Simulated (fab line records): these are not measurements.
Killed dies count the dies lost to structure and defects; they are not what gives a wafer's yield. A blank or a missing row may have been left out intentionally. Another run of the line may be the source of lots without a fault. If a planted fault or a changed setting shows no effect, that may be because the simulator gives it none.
fab line records    flow gf180mcu
record lots=11  wafers=33  lastDay=34
route steps=602 shown V4@491 MIM@511
lots untouched by any fault: they come from a run of this same line in which no faults occurred
startH: hours from the record's opening day to when the first of the lot's shown wafers began    waitH: hours from the lot's prior step to this one    " same as the row above    L1.1+2: a row that stands for several wafers    - value missing, or start not given    * or withheld: withheld    < > ~ a bound
route shown NAME@n: names a module that has steps shown in the file, with the first one's number in the route    usual: mean and standard deviation over wafers with no fault    same: alike in all rows    chamber/n: place in a boat    sites: the reading at each site    _std_site: the values' standard deviation    _edge_site: outer sites' mean less inner sites'    radiusMm: how far each site lies from the wafer's centre    mask NAME#n: copy n    behind: the most recent tool/chamber to have shaped the wafer    hold: what put the lot on hold/how long, in hours/how the hold closed    device: the transistor (n, p or np) that didn't switch    end of line: the tests these same wafers got at the end of their route    where a step has no rows: the recipe by itself    killed: the dies lost at the first sort to structure and to defects; this is not the yield of the wafer    map: a wafer's dies, x killed, . not, _ none there
set.NAME: the setting as run; set.NAME@STEP: as run at that earlier step    model.NAME: the simulator's own value behind a step, which no gauge read
steps of the route over a sample of lots; a table a step, a row a wafer
services: a tool's chamber out of use, with start hour (startH, from the record's first day; less than 0 if before it), hours out, and reason
## steps
# step GF_V4_OVL_MEAS_15
# usual V4_OVL=0/5.3
lot.wafer  tool        chamber  startH  waitH  V4_OVL[nm]
L990.2     overlay-01  -        587.21  0.1    5
L990.4     "           -        "       "      7
L990.6     "           -        "       "      10
L992.3     overlay-01  -        599.07  0.1    6
L992.4     "           -        "       "      4
L992.6     "           -        "       "      1
L993.1     overlay-02  -        617.91  0.1    -1
L993.3     "           -        "       "      0
L993.4     "           -        "       "      6
L994.1     overlay-02  -        621.42  0.1    0
L994.5     "           -        "       "      -2
L994.6     "           -        "       "      -2
L995.1     overlay-02  -        626.67  0.1    -2
L995.2     "           -        "       "      -1
L995.4     "           -        "       "      4
L997.1     overlay-01  -        642.77  0.1    -7
L997.3     "           -        "       "      0
L997.6     "           -        "       "      0
L998.3     overlay-01  -        648.23  0.1    7
L998.5     "           -        "       "      12
L998.6     "           -        "       "      2
L999.4     overlay-01  -        653.63  0.1    -8
L999.5     "           -        "       "      -8
L999.6     "           -        "       "      -2
L105.1     overlay-02  -        695.01  0.1    4
L105.2     "           -        "       "      -1
L105.6     "           -        "       "      1
L107.1     overlay-02  -        710.07  0.1    8
L107.3     "           -        "       "      0
L107.4     "           -        "       "      5
L109.2     overlay-01  -        719.28  0.1    3
L109.4     "           -        "       "      1
L109.5     "           -        "       "      -4
# step GF_V4_SPUTTER_22
# recipe material=TiN  targetThkNm=10  chamberPressurePa=5  powerW=4000  timeS=40
# usual throttleValvePct=30.1/0.63
lot.wafer  tool           chamber  startH  waitH  throttleValvePct
L990.2     pvdSputter-03  -        587.97  0.0    30.7
L990.4     "              -        "       "      30.0
L990.6     "              -        "       "      29.8
L992.3     pvdSputter-01  -        599.82  0.0    30.3
L992.4     "              -        "       "      29.6
L992.6     "              -        "       "      30.3
L993.1     pvdSputter-01  -        618.71  0.0    30.2
L993.3     "              -        "       "      29.8
L993.4     "              -        "       "      29.7
L994.1     pvdSputter-03  -        622.19  0.0    29.6
L994.5     "              -        "       "      30.6
L994.6     "              -        "       "      29.7
L995.1     pvdSputter-03  -        627.43  0.0    29.8
L995.2     "              -        "       "      29.1
L995.4     "              -        "       "      30.6
L997.1     pvdSputter-01  -        643.53  0.0    30.1
L997.3     "              -        "       "      29.7
L997.6     "              -        "       "      30.0
L998.3     pvdSputter-01  -        648.99  0.0    30.3
L998.5     "              -        "       "      30.0
L998.6     "              -        "       "      29.6
L999.4     pvdSputter-02  -        654.40  0.0    31.1
L999.5     "              -        "       "      29.4
L999.6     "              -        "       "      30.1
L105.1     pvdSputter-01  -        695.77  0.0    29.8
L105.2     "              -        "       "      29.6
L105.6     "              -        "       "      29.8
L107.1     pvdSputter-01  -        710.83  0.0    29.9
L107.3     "              -        "       "      30.2
L107.4     "              -        "       "      29.6
L109.2     pvdSputter-02  -        720.04  0.0    30.3
L109.4     "              -        "       "      31.0
L109.5     "              -        "       "      29.9
# step GF_V4_THK_MEAS_25
# recipe thkMeasGauge=xrf  reads=W_of_V4_CVD_23
# usual V4_W_THK=357/5.7
lot.wafer  tool          chamber  startH  waitH  V4_W_THK[nm]
L990.2     filmMetro-03  -        588.25  0.1    366
L990.4     "             -        "       "      371
L990.6     "             -        "       "      363
L992.3     filmMetro-02  -        600.11  0.1    359
L992.4     "             -        "       "      356
L992.6     "             -        "       "      358
L993.1     filmMetro-02  -        618.98  0.1    354
L993.3     "             -        "       "      352
L993.4     "             -        "       "      356
L994.1     filmMetro-03  -        622.46  0.1    354
L994.5     "             -        "       "      361
L994.6     "             -        "       "      355
L995.1     filmMetro-01  -        627.70  0.1    360
L995.2     "             -        "       "      351
L995.4     "             -        "       "      353
L997.1     filmMetro-03  -        643.81  0.1    358
L997.3     "             -        "       "      350
L997.6     "             -        "       "      364
L998.3     filmMetro-01  -        649.28  0.1    354
L998.5     "             -        "       "      353
L998.6     "             -        "       "      352
L999.4     filmMetro-01  -        654.68  0.1    356
L999.5     "             -        "       "      354
L999.6     "             -        "       "      348
L105.1     filmMetro-01  -        696.04  0.1    350
L105.2     "             -        "       "      356
L105.6     "             -        "       "      356
L107.1     filmMetro-02  -        711.10  0.1    359
L107.3     "             -        "       "      359
L107.4     "             -        "       "      368
L109.2     filmMetro-02  -        723.93  0.1    351
L109.4     "             -        "       "      348
L109.5     "             -        "       "      349
# step GF_MIM_SPUTTER_08
# recipe material=AlCu  targetThkNm=200  powerW=10600  timeS=10.6  chamberPressurePa=0.4
# usual throttleValvePct=29.8/0.49
lot.wafer  tool           chamber  startH  waitH  throttleValvePct
L990.2     pvdSputter-03  -        588.96  0.0    29.7
L990.4     "              -        "       "      30.9
L990.6     "              -        "       "      29.9
L992.3     pvdSputter-04  -        600.81  0.0    30.0
L992.4     "              -        "       "      29.2
L992.6     "              -        "       "      29.0
L993.1     pvdSputter-03  -        619.69  0.0    29.5
L993.3     "              -        "       "      30.7
L993.4     "              -        "       "      29.7
L994.1     pvdSputter-03  -        623.18  0.0    30.8
L994.5     "              -        "       "      29.7
L994.6     "              -        "       "      30.8
L995.1     pvdSputter-04  -        628.42  0.0    30.3
L995.2     "              -        "       "      29.8
L995.4     "              -        "       "      28.9
L997.1     pvdSputter-03  -        644.52  0.0    29.1
L997.3     "              -        "       "      30.1
L997.6     "              -        "       "      30.7
L998.3     pvdSputter-04  -        649.98  0.0    29.3
L998.5     "              -        "       "      30.2
L998.6     "              -        "       "      30.0
L999.4     pvdSputter-04  -        655.38  0.0    29.0
L999.5     "              -        "       "      30.4
L999.6     "              -        "       "      29.9
L105.1     pvdSputter-01  -        696.75  0.0    29.4
L105.2     "              -        "       "      29.2
L105.6     "              -        "       "      30.1
L107.1     pvdSputter-03  -        711.81  0.0    29.3
L107.3     "              -        "       "      30.0
L107.4     "              -        "       "      30.0
L109.2     pvdSputter-01  -        724.64  0.0    29.4
L109.4     "              -        "       "      29.6
L109.5     "              -        "       "      29.8
# step GF_MIM_RS_MEAS_10
# recipe thkMeasGauge=four-point-probe  reads=TiN_of_MIM_SPUTTER_09+AlCu_of_MIM_SPUTTER_08+TiN_of_MIM_SPUTTER_07
# usual MIM_ALCU_RS=0.1608/0.0022
lot.wafer  tool          chamber  startH  waitH  MIM_ALCU_RS[ohm/sq]
L990.2     filmMetro-04  -        589.03  0.0    0.1603
L990.4     "             -        "       "      0.1654
L990.6     "             -        "       "      0.1620
L992.3     filmMetro-03  -        600.90  0.1    0.1635
L992.4     "             -        "       "      0.1591
L992.6     "             -        "       "      0.1604
L993.1     filmMetro-04  -        619.75  0.0    0.1630
L993.3     "             -        "       "      0.1626
L993.4     "             -        "       "      0.1595
L994.1     filmMetro-01  -        623.23  0.0    0.1630
L994.5     "             -        "       "      0.1612
L994.6     "             -        "       "      0.1640
L995.1     filmMetro-01  -        628.48  0.0    0.1634
L995.2     "             -        "       "      0.1629
L995.4     "             -        "       "      0.1609
L997.1     filmMetro-04  -        644.58  0.0    0.1615
L997.3     "             -        "       "      0.1580
L997.6     "             -        "       "      0.1615
L998.3     filmMetro-04  -        650.07  0.1    0.2337
L998.5     "             -        "       "      0.1614
L998.6     "             -        "       "      0.1613
L999.4     filmMetro-03  -        655.48  0.1    0.2354
L999.5     "             -        "       "      0.1611
L999.6     "             -        "       "      0.1614
L105.1     filmMetro-01  -        696.81  0.0    0.1585
L105.2     "             -        "       "      0.1551
L105.6     "             -        "       "      0.1558
L107.1     filmMetro-01  -        711.87  0.0    0.1614
L107.3     "             -        "       "      0.1588
L107.4     "             -        "       "      0.1582
L109.2     filmMetro-03  -        724.71  0.0    0.1621
L109.4     "             -        "       "      0.1624
L109.5     "             -        "       "      0.1615
# step GF_MIM_THK_MEAS_11
# recipe thkMeasGauge=xrf  reads=AlCu_of_MIM_SPUTTER_08
# usual MIM_ALCU_THK=195.7/2.7
lot.wafer  tool          chamber  startH  waitH  MIM_ALCU_THK[nm]
L990.2     filmMetro-04  -        589.14  0.1    196.7
L990.4     "             -        "       "      190.8
L990.6     "             -        "       "      194.2
L992.3     filmMetro-03  -        601.00  0.1    192.6
L992.4     "             -        "       "      199.0
L992.6     "             -        "       "      195.3
L993.1     filmMetro-04  -        619.87  0.1    192.9
L993.3     "             -        "       "      194.7
L993.4     "             -        "       "      197.0
L994.1     filmMetro-01  -        623.35  0.1    193.5
L994.5     "             -        "       "      195.5
L994.6     "             -        "       "      191.9
L995.1     filmMetro-01  -        628.60  0.1    192.6
L995.2     "             -        "       "      192.6
L995.4     "             -        "       "      194.9
L997.1     filmMetro-04  -        644.70  0.1    193.9
L997.3     "             -        "       "      199.0
L997.6     "             -        "       "      194.9
L998.3     filmMetro-04  -        650.17  0.1    137.8
L998.5     "             -        "       "      197.0
L998.6     "             -        "       "      196.4
L999.4     filmMetro-03  -        655.57  0.1    136.0
L999.5     "             -        "       "      194.0
L999.6     "             -        "       "      193.5
L105.1     filmMetro-01  -        696.93  0.1    198.2
L105.2     "             -        "       "      201.7
L105.6     "             -        "       "      202.3
L107.1     filmMetro-01  -        711.99  0.1    195.1
L107.3     "             -        "       "      196.8
L107.4     "             -        "       "      196.4
L109.2     filmMetro-03  -        724.82  0.1    194.4
L109.4     "             -        "       "      193.5
L109.5     "             -        "       "      194.1
# step GF_MIM_METAL_ETCH_19
# recipe chemistry=Cl2/BCl3  maskMaterial=NOVOLAK  stopOn=Si3N4  targetDepthNm=324.5  pressureMtorr=8  icpW=800  biasW=140  Cl2_flow_sccm=80  bcl3FlowSccm=40  timeS=54.1
# usual drypumpMotorCurrentA=5.66/0.23  oesProductAu=0.940/0.0072  throttleValvePct=28.285/0.011
lot.wafer  tool         chamber  startH  waitH  drypumpMotorCurrentA  oesProductAu  rfHoursCounterH  throttleValvePct
L990.2     rieMetal-01  0        610.17  0.1    5.28                  0.944         9                28.279
L990.4     "            1        "       "      5.82                  0.932         -                28.268
L990.6     "            0        "       "      5.30                  0.938         -                28.279
L992.3     rieMetal-01  0        621.72  0.1    5.28                  0.936         -                28.271
L992.4     "            1        "       "      5.83                  0.938         -                28.279
L992.6     "            0        "       "      5.29                  0.937         -                28.297
L993.1     rieMetal-02  0        639.90  0.1    5.58                  0.938         1                28.293
L993.3     "            1        "       "      5.86                  0.938         -                28.291
L993.4     "            0        "       "      5.58                  0.946         -                28.282
L994.1     rieMetal-01  0        642.95  0.1    5.28                  0.931         10               28.294
L994.5     "            0        "       "      5.28                  0.933         -                28.291
L994.6     "            1        "       "      5.82                  0.931         -                28.306
L995.1     rieMetal-02  0        647.75  0.1    5.57                  0.931         2                28.302
L995.2     "            1        "       "      5.88                  0.938         14               28.291
L995.4     "            1        "       "      5.85                  0.939         -                28.283
L997.1     rieMetal-02  0        663.87  0.1    5.59                  0.941         2                28.299
L997.3     "            1        "       "      5.91                  0.938         -                28.274
L997.6     "            1        "       "      5.85                  0.936         -                28.300
L998.3     rieMetal-02  1        668.88  0.1    5.90                  0.826         -                28.399
L998.5     "            0        "       "      5.60                  0.934         -                28.289
L998.6     "            1        "       "      5.86                  0.933         -                28.278
L999.4     rieMetal-03  0        674.32  0.1    5.93                  0.825         -                28.414
L999.5     "            1        "       "      5.72                  0.947         -                28.280
L999.6     "            0        "       "      5.95                  0.943         -                28.284
L105.1     rieMetal-01  1        714.75  0.1    5.83                  0.937         5                28.285
L105.2     "            0        "       "      5.27                  0.958         13               28.257
L105.6     "            0        "       "      5.26                  0.954         -                28.267
L107.1     rieMetal-01  0        729.45  0.1    5.29                  0.935         14               28.282
L107.3     "            1        "       "      5.83                  0.950         -                28.271
L107.4     "            0        "       "      5.27                  0.948         -                28.304
L109.2     rieMetal-02  0        741.30  0.1    5.56                  0.942         6                28.281
L109.4     "            1        "       "      5.87                  0.932         -                28.285
L109.5     "            1        "       "      5.81                  0.938         -                28.296
## services
tool           chamber  startH  hours  kind
rieMetal-01    1        569.51  -      clean
rieMetal-01    1        569.51  17.5   scheduledDown
rieMetal-02    0        572.21  14.4   repair
pvdSputter-03  3        573.92  -      consumableReplace:kit
pvdSputter-03  3        573.92  18.0   scheduledDown
pvdSputter-03  3        573.92  18.0   ventCycle
rieMetal-01    0        580.94  4.5    repair
pvdSputter-01  -        586.78  4.7    repair
rieMetal-01    0        627.47  4.7    repair
rieMetal-01    1        640.78  1.2    repair
pvdSputter-04  -        661.52  0.6    repair
rieMetal-02    0        681.77  9.5    repair
rieMetal-02    -        683.99  0.9    repair
pvdSputter-03  -        687.41  3.9    repair
pvdSputter-03  -        700.93  3.2    repair
rieMetal-03    -        704.05  1.4    pm
pvdSputter-02  -        704.46  1.0    repair
pvdSputter-04  -        709.45  4.9    repair
rieMetal-01    -        711.43  1.4    pm
pvdSputter-03  2        719.09  -      consumableReplace:kit
pvdSputter-03  2        719.09  18.0   scheduledDown
pvdSputter-03  2        719.09  18.0   ventCycle
rieMetal-02    -        729.67  2.8    pm
pvdSputter-02  -        735.01  2.8    repair
## key
firstSign step=GF_MIM_RS_MEAS_10  reading=MIM_ALCU_RS  direction=up  sigmas=33  usual=0.1608  struck=0.2346
effect step=GF_MIM_THK_MEAS_11  reading=MIM_ALCU_THK  direction=down  sigmas=22  usual=195.7  struck=136.9
effect step=GF_MIM_METAL_ETCH_19  reading=oesProductAu  direction=down  sigmas=16  usual=0.940  struck=0.826
metAt GF_MIM_SPUTTER_08
struckLots L998,L999
struckWafers L998.3,L999.4
notActingAt GF_V4_OVL_MEAS_15,GF_V4_SPUTTER_22,GF_V4_THK_MEAS_25
onsetBetween 628.42 649.98
fault kind=processParameterDrift  tool=pvdSputter-04  chamber=-  onsetH=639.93  steps=GF_MIM_SPUTTER_08  channel=targetThkNm  offset=-61.768  shape=step  endH=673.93  actsIn=theseRecipesOnly  stated=200  scope=struckWafersOnly
